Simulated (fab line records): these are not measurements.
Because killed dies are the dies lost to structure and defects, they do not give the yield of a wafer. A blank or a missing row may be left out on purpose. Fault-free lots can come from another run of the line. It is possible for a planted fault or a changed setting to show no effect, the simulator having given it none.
fab line records	flow sfq-line
record lots=6	wafers=16	last-day=92
route steps=325 shown L0@8 L0V@16
lots with no fault: from the same line, run without faults
start-h: start of the lot's first displayed wafer, in hours after the record's first day	wait-h: hours since the lot's step before	" unchanged from the row above	L1.1+2: several wafers, shown together as one row	- value missing, or start not given	* or withheld: withheld	< > ~ a bound
route shown NAME@n: NAME is a module with steps in the file, n the number in the route of the first one	usual: average and standard deviation across the fault-free wafers	same: alike in all rows	chamber/n: place in a boat	sites: each site's reading	_std_site: standard deviation across them	_edge_site: the outer-site mean with the inner-site mean subtracted	radius-mm: for every site, how far away it sits from the centre of the wafer	mask NAME#n: copy n	behind: the tool/chamber that last shaped the wafer	hold: cause of the lot's hold/its duration in hours/its outcome	device: transistor that didn't switch, given as n, p or np	end of line: at the end of the route, the tests of the same wafers	a step without rows: its recipe alone	killed: dies lost to structure and defects at the first sort, not the wafer's yield	map: a wafer's dies, x killed, . not, _ none there
set.NAME: the setting as run; set.NAME@STEP: as run at that earlier step	model.NAME: the simulator's own value behind a step, which no gauge read
certain route steps with their lots: each step a table, each wafer a row
services: a tool's chamber out of use, with start hour (start-h, from the record's first day; less than 0 if before it), hours out, and reason
## steps
# step SFQ_TRILAYER_L0_LITHO_SOFTBAKE_009
# recipe temp-c=withheld	time-s=withheld	resist=KrF
# step SFQ_TRILAYER_L0_LITHO_EXPOSE_006
# recipe mask-id=L0	na=0.6	source-shape=conventional	sigma-outer=0.65	target-cd-nm=2000	dose-mj=14.4
# step SFQ_TRILAYER_L0_LITHO_PEB_008
# recipe peb-temp-c=115	peb-time-s=60	resist=KrF
# step SFQ_TRILAYER_L0_LITHO_DEVELOP_007
# recipe time-s=60	resist=KrF
# step SFQ_TRILAYER_L0_BARC_OPEN_METAL_ETCH_010
# recipe mask-material=PR	chemistry=O2	target-depth-nm=125	target=BARC	icp-w=600	bias-w=80	pressure-mtorr=10	time-s=41.7
# usual chamber-pressure-mTorr=10.000/0.0099	drypump-motor-current-A=5.8/0.35	oes-product-au=0.685/0.0049
lot.wafer	tool	chamber	start-h	wait-h	chamber-pressure-mTorr	drypump-motor-current-A	oes-product-au	rf-hours-counter-h
L914.1	rie-metal-04	1	66.58	0.1	9.997	6.2	0.676	118
L914.3	"	0	"	"	10.003	5.8	0.682	-
L914.4	"	1	"	"	10.006	6.2	0.681	-
L918.1	rie-metal-01	1	73.78	0.1	10.016	5.5	0.688	184
L918.2	"	0	"	"	9.993	5.5	0.686	6
L918.3	"	1	"	"	10.024	5.4	0.679	-
L923.2	rie-metal-02	1	92.53	0.1	10.008	6.3	0.688	172
L923.3	"	1	"	"	10.009	6.3	0.688	-
L924.2	rie-metal-01	1	98.81	0.1	9.973	5.4	0.680	189
L924.6	"	1	"	"	10.009	5.4	0.685	-
L935.1	rie-metal-04	0	157.71	0.1	9.987	5.8	0.684	170
L935.2	"	1	"	"	10.007	6.2	0.683	136
L935.6	"	1	"	"	10.002	6.2	0.693	-
L936.1	rie-metal-02	1	164.71	0.1	10.000	6.3	0.677	186
L936.4	"	0	"	"	10.001	5.5	0.686	-
L936.6	"	0	"	"	10.019	5.5	0.682	-
# step SFQ_TRILAYER_L0_ETCH_METAL_ETCH_008
# recipe target=MoNx_KI	stop-on=SiO2	mask-material=PR	chemistry=SF6/O2	target-depth-nm=50	icp-w=600	bias-w=80	pressure-mtorr=10	time-s=25
# usual chamber-pressure-mTorr=10.000/0.018	drypump-motor-current-A=5.8/0.35	oes-product-au=0.873/0.0061
lot.wafer	tool	chamber	start-h	wait-h	chamber-pressure-mTorr	drypump-motor-current-A	oes-product-au	rf-hours-counter-h
L914.1	rie-metal-04	1	66.64	0.0	9.994	6.1	0.886	118
L914.3	"	0	"	"	9.991	5.8	0.879	-
L914.4	"	1	"	"	10.006	6.1	0.885	-
L918.1	rie-metal-01	1	73.84	0.0	10.010	5.4	0.883	184
L918.2	"	0	"	"	9.994	5.5	0.879	6
L918.3	"	1	"	"	9.993	5.4	0.876	-
L923.2	rie-metal-02	1	92.59	0.0	10.010	6.3	0.876	172
L923.3	"	1	"	"	10.013	6.3	0.866	-
L924.2	rie-metal-01	1	98.87	0.0	10.000	5.4	0.872	189
L924.6	"	1	"	"	10.015	5.4	0.863	-
L935.1	rie-metal-04	0	157.77	0.0	10.002	5.8	0.878	170
L935.2	"	1	"	"	10.000	6.1	0.877	136
L935.6	"	1	"	"	9.994	6.2	0.868	-
L936.1	rie-metal-02	1	164.77	0.0	9.990	6.3	0.870	186
L936.4	"	0	"	"	10.002	5.5	0.864	-
L936.6	"	0	"	"	10.019	5.5	0.864	-
# step SFQ_TRILAYER_L0_STRIP_STRIP_009
# recipe gas=O2	power-w=200	platen-temp-c=40	overash-fraction=0.65	chemistry=O2	pressure-mtorr=50
# usual chamber-pressure-mTorr=50.00/0.043	drypump-motor-current-A=5.8/0.35	oes-product-au=0.997/0.0079	platen-temp-c=40.00/0.1
lot.wafer	tool	chamber	start-h	wait-h	chamber-pressure-mTorr	drypump-motor-current-A	oes-product-au	platen-temp-c	rf-hours-counter-h
L914.1	rie-metal-04	1	66.69	0.0	49.98	6.2	0.991	39.96	118
L914.3	"	0	"	"	50.05	5.8	1.002	40.02	-
L914.4	"	1	"	"	50.04	6.2	0.991	40.08	-
L918.1	rie-metal-01	1	73.89	0.0	50.01	5.4	1.004	40.10	184
L918.2	"	0	"	"	50.02	5.5	1.017	40.02	6
L918.3	"	1	"	"	49.94	5.4	0.997	40.01	-
L923.2	rie-metal-02	1	92.64	0.0	49.97	6.3	1.001	39.89	172
L923.3	"	1	"	"	50.00	6.3	1.001	39.85	-
L924.2	rie-metal-01	1	98.92	0.0	50.01	5.4	0.998	40.01	189
L924.6	"	1	"	"	49.95	5.4	0.989	39.90	-
L935.1	rie-metal-04	0	157.82	0.0	49.99	5.8	1.000	39.90	170
L935.2	"	1	"	"	49.96	6.1	0.991	39.95	136
L935.6	"	1	"	"	49.96	6.1	0.986	39.90	-
L936.1	rie-metal-02	1	164.82	0.0	49.97	6.3	1.002	40.06	186
L936.4	"	0	"	"	50.03	5.5	0.998	39.84	-
L936.6	"	0	"	"	49.99	5.5	0.984	39.90	-
# step SFQ_TRILAYER_L0_STRIP_SOLV_CLEAN_010
# recipe chemistry=NMP	temp-c=70	time-s=600
# step SFQ_TRILAYER_L0_CAP_PECVD_011
# recipe material=SiO2	temp-c=150	time-s=13.333	pressure-torr=2.4	rf-w=183.3	precursor=SiH4/N2O	target-thk-nm=60
# usual heater-power-w=87/21	throttle-valve-pct=24.0/1.5
lot.wafer	tool	chamber	start-h	wait-h	heater-power-w	throttle-valve-pct
L914.1	pecvd-01	0	67.46	0.0	77	22.1
L914.3	"	1	"	"	110	22.5
L914.4	"	1	"	"	111	22.5
L918.1	pecvd-01	2	74.66	0.0	88	23.2
L918.2	"	1	"	"	109	22.5
L918.3	"	0	"	"	81	22.3
L923.2	pecvd-04	2	93.41	0.0	95	23.7
L923.3	"	1	"	"	44	26.9
L924.2	pecvd-02	1	99.69	0.0	119	26.1
L924.6	"	0	"	"	98	23.4
L935.1	pecvd-01	1	158.59	0.0	127	22.9
L935.2	"	2	"	"	92	23.4
L935.6	"	0	"	"	75	22.5
L936.1	pecvd-04	1	165.59	0.0	49	27.0
L936.4	"	1	"	"	47	27.2
L936.6	"	0	"	"	65	24.5
# step SFQ_TRILAYER_L0_VIA_LITHO_COAT_018
# recipe resist=BARC	spin-rpm=3000	resist-thk-nm=62
# step SFQ_TRILAYER_L0_VIA_LITHO_COAT_013
# recipe resist=KrF	spin-rpm=3000	resist-thk-nm=650
# step SFQ_TRILAYER_L0_VIA_LITHO_SOFTBAKE_017
# recipe temp-c=withheld	time-s=withheld	resist=KrF
# step SFQ_TRILAYER_L0_VIA_LITHO_EXPOSE_014
# recipe mask-id=L0V	na=0.6	source-shape=conventional	sigma-outer=0.65	target-cd-nm=700	dose-mj=21.3
# usual exposure-dose-mJ-cm2=21.301/0.023
lot.wafer	tool	chamber	start-h	wait-h	mask	exposure-dose-mJ-cm2
L914.1	krf-scanner-02	0	94.63	-	L0V#0	21.304
L914.3	"	0	"	"	L0V#0	21.275
L914.4	"	0	"	"	L0V#0	21.304
L918.1	krf-scanner-02	0	108.21	-	L0V#0	21.284
L918.2	"	0	"	"	L0V#0	21.296
L918.3	"	0	"	"	L0V#0	21.269
L923.2	krf-scanner-02	0	127.61	-	L0V#0	21.268
L923.3	"	0	"	"	L0V#0	21.257
L924.2	krf-scanner-02	0	132.41	-	L0V#0	21.329
L924.6	"	0	"	"	L0V#0	21.326
L935.1	krf-scanner-02	0	204.96	-	L0V#0	21.280
L935.2	"	0	"	"	L0V#0	21.279
L935.6	"	0	"	"	L0V#0	21.283
L936.1	krf-scanner-02	0	209.31	-	L0V#0	21.303
L936.4	"	0	"	"	L0V#0	21.262
L936.6	"	0	"	"	L0V#0	21.293
# step SFQ_TRILAYER_L0_VIA_LITHO_PEB_016
# recipe peb-temp-c=115	peb-time-s=60	resist=KrF
# step SFQ_TRILAYER_L0_VIA_LITHO_DEVELOP_015
# recipe time-s=60	resist=KrF
# step SFQ_L0V_OVL_MEAS_903
# usual L0V_OVL=-1/6.7
lot.wafer	tool	chamber	start-h	wait-h	L0V_OVL[nm]
L914.1	overlay-01	-	96.13	0.1	-4
L914.3	"	-	"	"	-2
L914.4	"	-	"	"	-6
L918.1	overlay-01	-	109.71	0.1	3
L918.2	"	-	"	"	-1
L918.3	"	-	"	"	0
L923.2	overlay-01	-	128.92	0.1	-3
L923.3	"	-	"	"	-10
L924.2	overlay-02	-	133.72	0.1	7
L924.6	"	-	"	"	0
L935.1	overlay-02	-	206.46	0.1	3
L935.2	"	-	"	"	9
L935.6	"	-	"	"	3
L936.1	overlay-01	-	210.81	0.1	-7
L936.4	"	-	"	"	-6
L936.6	"	-	"	"	-2
# step SFQ_TRILAYER_L0_VIA_BARC_OPEN_VIA_ETCH_021
# recipe mask-material=PR	chemistry=O2	target-depth-nm=125	target=BARC	source-w=500	bias-w=80	pressure-mtorr=30	time-s=41.7
# usual chamber-pressure-mTorr=29.998/0.029	drypump-motor-current-A=5.8/0.34	oes-product-au=0.685/0.0045
lot.wafer	tool	chamber	start-h	wait-h	chamber-pressure-mTorr	drypump-motor-current-A	oes-product-au	rf-hours-counter-h	model.L0V.cd-nm
L914.1	rie-diel-03	1	96.17	0.0	30.019	6.5	0.685	119	701.9
L914.3	"	2	"	"	29.976	5.9	0.690	165	701.5
L914.4	"	0	"	"	29.998	5.3	0.680	145	701
L918.1	rie-diel-03	0	109.75	0.0	30.009	5.3	0.690	146	700.8
L918.2	"	3	"	"	29.985	5.6	0.682	71	701.5
L918.3	"	1	"	"	29.937	6.5	0.675	119	699.5
L923.2	rie-diel-02	3	128.95	0.0	30.050	5.6	0.685	1	706.2
L923.3	"	0	"	"	29.966	5.6	0.690	1	698.5
L924.2	rie-diel-02	1	133.75	0.0	30.030	5.6	0.678	11	705.7
L924.6	"	3	"	"	29.998	5.6	0.689	-	706.8
L935.1	rie-diel-02	1	206.49	0.0	29.968	5.6	0.681	12	700.9
L935.2	"	0	"	"	29.982	5.6	0.685	2	700.1
L935.6	"	0	"	"	29.988	5.6	0.699	-	698.3
L936.1	rie-diel-04	0	210.84	0.0	30.019	5.9	0.682	141	702.3
L936.4	"	3	"	"	30.003	5.6	0.683	109	702.2
L936.6	"	0	"	"	30.033	5.9	0.681	-	701.6
# step SFQ_TRILAYER_L0_VIA_ETCH_VIA_ETCH_016
# recipe target=SiO2	stop-on=MoNx_KI	mask-material=PR	chemistry=CHF3	target-depth-nm=80	source-w=500	bias-w=80	pressure-mtorr=30	time-s=withheld
# usual chamber-pressure-mTorr=29.998/0.025	drypump-motor-current-A=5.8/0.34	oes-product-au=0.843/0.007
lot.wafer	tool	chamber	start-h	wait-h	chamber-pressure-mTorr	drypump-motor-current-A	oes-product-au	model.L0V.cd-nm
L914.1	rie-diel-03	1	96.21	0.0	29.978	6.5	0.832	701.6
L914.3	"	2	"	"	29.976	5.9	0.831	701.8
L914.4	"	0	"	"	29.999	5.3	0.843	700.8
L918.1	rie-diel-03	0	109.79	0.0	29.977	5.3	0.843	700.4
L918.2	"	3	"	"	29.977	5.6	0.831	701.2
L918.3	"	1	"	"	29.982	6.5	0.847	699.5
L923.2	rie-diel-02	3	128.99	0.0	29.995	5.6	0.842	705.6
L923.3	"	0	"	"	30.012	5.6	0.841	698.6
L924.2	rie-diel-02	1	133.79	0.0	30.069	5.6	0.833	705.9
L924.6	"	3	"	"	29.945	5.6	0.854	706.8
L935.1	rie-diel-02	1	206.53	0.0	30.056	5.6	0.830	700.9
L935.2	"	0	"	"	30.064	5.6	0.839	700.7
L935.6	"	0	"	"	29.986	5.6	0.847	698.7
L936.1	rie-diel-04	0	210.88	0.0	29.995	5.9	0.831	702.7
L936.4	"	3	"	"	29.969	5.6	0.849	702.4
L936.6	"	0	"	"	29.999	5.9	0.837	702.1
# step SFQ_TRILAYER_L0_VIA_STRIP_STRIP_017
# recipe gas=O2	power-w=200	platen-temp-c=40	overash-fraction=0.65	chemistry=O2	pressure-mtorr=50
# usual chamber-pressure-mTorr=50.00/0.047	drypump-motor-current-A=5.75/0.28	oes-product-au=0.996/0.0078	platen-temp-c=39.99/0.12
lot.wafer	tool	chamber	start-h	wait-h	chamber-pressure-mTorr	drypump-motor-current-A	oes-product-au	platen-temp-c	rf-hours-counter-h
L914.1	rie-metal-01	0	96.25	-	49.97	5.52	0.997	40.02	11
L914.3	"	0	"	"	50.02	5.52	1.002	39.86	-
L914.4	"	1	"	"	49.91	5.44	0.993	40.00	-
L918.1	rie-metal-01	1	109.84	-	49.95	5.44	1.004	40.04	191
L918.2	"	0	"	"	49.99	5.52	1.007	40.18	13
L918.3	"	0	"	"	50.00	5.51	1.003	40.06	-
L923.2	rie-metal-03	1	129.24	-	49.92	5.76	0.995	40.10	-
L923.3	"	1	"	"	50.06	5.78	0.994	39.83	-
L924.2	rie-metal-01	0	133.84	-	49.92	5.50	0.999	40.17	16
L924.6	"	0	"	"	50.01	5.48	1.016	40.06	-
L935.1	rie-metal-02	0	206.58	-	50.07	5.47	0.998	39.84	116
L935.2	"	1	"	"	50.03	6.29	1.007	39.90	194
L935.6	"	0	"	"	50.03	5.48	0.986	39.91	-
L936.1	rie-metal-03	0	210.93	-	49.88	5.91	0.986	40.11	12
L936.4	"	1	"	"	49.97	5.75	1.004	39.97	-
L936.6	"	0	"	"	50.03	5.93	0.995	40.23	-
## services
tool	chamber	start-h	hours	kind
rie-diel-02	0	59.69	2.9	repair
rie-metal-02	-	74.25	1.4	pm
krf-scanner-02	-	77.08	0.8	pm
rie-metal-04	-	82.32	2.8	pm
pecvd-04	-	86.10	1.1	repair
pecvd-02	2	94.72	11.5	repair
rie-diel-04	3	95.21	13.0	repair
krf-scanner-02	-	106.91	1.3	pm
rie-metal-03	-	107.02	0.4	repair
rie-metal-01	0	113.52	6.9	repair
rie-diel-03	0	118.95	10.3	repair
rie-diel-02	1	120.78	6.7	repair
rie-metal-04	0	128.13	6.3	repair
rie-metal-04	-	139.01	0.4	repair
krf-scanner-02	-	158.61	1.0	pm
rie-metal-01	1	166.82	-	clean
krf-scanner-02	-	167.66	0.5	repair
rie-metal-01	-	170.67	14.6	pm
rie-diel-02	3	171.54	5.0	repair
rie-metal-02	-	176.28	0.6	repair
rie-diel-02	1	186.74	7.9	repair
krf-scanner-02	-	193.38	4.4	pm
krf-scanner-02	-	198.96	6.0	pm
rie-metal-01	-	207.77	0.4	repair
## key
first-sign none at tools or gauges
model-effect step=SFQ_TRILAYER_L0_VIA_BARC_OPEN_VIA_ETCH_021	value=L0V.cd-nm	without=700.7	struck=706.2
model-effect step=SFQ_TRILAYER_L0_VIA_ETCH_VIA_ETCH_016	value=L0V.cd-nm	without=700.6	struck=706.1
met-at SFQ_TRILAYER_L0_VIA_LITHO_EXPOSE_014
struck-wafers L923.2,L924.2,L924.6
onset-between 108.21 127.61
fault kind=process-parameter-drift	tool=krf-scanner-02	chamber=-	onset-h=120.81	steps=SFQ_TRILAYER_L0_VIA_LITHO_EXPOSE_014	channel=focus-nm	offset=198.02	shape=step	end-h=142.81	scope=struck-wafers-only
